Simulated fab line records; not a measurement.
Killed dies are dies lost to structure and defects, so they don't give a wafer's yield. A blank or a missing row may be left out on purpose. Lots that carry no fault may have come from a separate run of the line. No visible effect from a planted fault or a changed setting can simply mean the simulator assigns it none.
Problem report, 8D (eight disciplines) form, completed by code | flow sky130 | the parts of the form that need people (team, actions taken, sign-off) are left out

== 1. THE PROBLEM ==
Mean of spin_speed_rpm at SKY_SONOS_TUNNEL_COAT_02: 3097.0 rpm across 6 wafers in 2 lots; on wafers with no fault it is 2999.9 rpm (standard deviation 2.2). Relative to the usual mean, that is a shift of +44 standard deviations.
The step: resist thk 1140 nm.
Earliest sighting: wafer L712.2 on litho_track-03 at day 14 19:37. At this step, 42 wafers from 14 lots have a number in the record. By rule, "out" or "out of limits" means more than 4 standard deviations away from the usual mean. The other wafers with a number count as sound.

== 2. WHAT IT IS AND WHAT IT IS NOT ==
question                    | is                     | is not
which readings at this step | spin_speed_rpm         | -
which lots                  | L712, L713             | L701, L703, L704, L706, L707, L714, L717, L718, L719, L721, L723, L724
which wafers of those lots  | all that have a number | -
read on which tools         | litho_track-03         | litho_track-01, litho_track-02
when                        | from day 14 19:37      | up to then (15 sound wafers); but 21 sound wafers of L714, L717, L718, L719, L721, L723, L724 came after

== 3. SUSPECTS, AND WHAT RULES EACH OUT ==
Counting: any tool at a process step up to the reading is kept as a suspect provided that every lot that is out went through it and no sound lot did after the first of them.
- litho_track-03 at SKY_SONOS_TUNNEL_COAT_02 (resist thk 1140 nm): ruled out as a lasting fault. Sound lots L724 ran on it after its first lot that is out, L712 (day 14 19:37).
Left after counting: nothing in the record.

== 4. THE CAUSE (what the simulator had put in) ==
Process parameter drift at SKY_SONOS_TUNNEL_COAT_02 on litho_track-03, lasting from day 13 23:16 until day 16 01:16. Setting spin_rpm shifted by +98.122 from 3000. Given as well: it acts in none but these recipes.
Counting ruled it out, wrongly.

== 5. SEQUENCE OF EFFECTS, ordered by route ==
One row per reading whose mean, taken over the struck wafers that have a number, lies over 3 standard deviations from the usual. Readings are gone through only where the record gives a usual standard deviation; hours: the median, over the lots, of the time from a lot's start at the first step in this table giving one to that lot's start at this step; sigmas: the change measured in usual standard deviations.
hours | step                     | reading        | usual      | on struck wafers | change | sigmas
0     | SKY_SONOS_TUNNEL_COAT_02 | spin_speed_rpm | 2999.9 rpm | 3097.0           | +97.1  | +44
Here are the process steps it includes:
- SKY_SONOS_TUNNEL_COAT_02: resist thk 1140 nm.
Later steps that measure or inspect, where all struck wafers having a row at the step show a number for every such reading and not one has moved that far: SKY_LI_CONTACT_CD_MEAS_12.

== 6. HOW IT WOULD HAVE BEEN CAUGHT EARLIER ==
In this record the first reading out of limits was taken at day 14 19:37, 20 hours after the fault began at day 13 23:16.
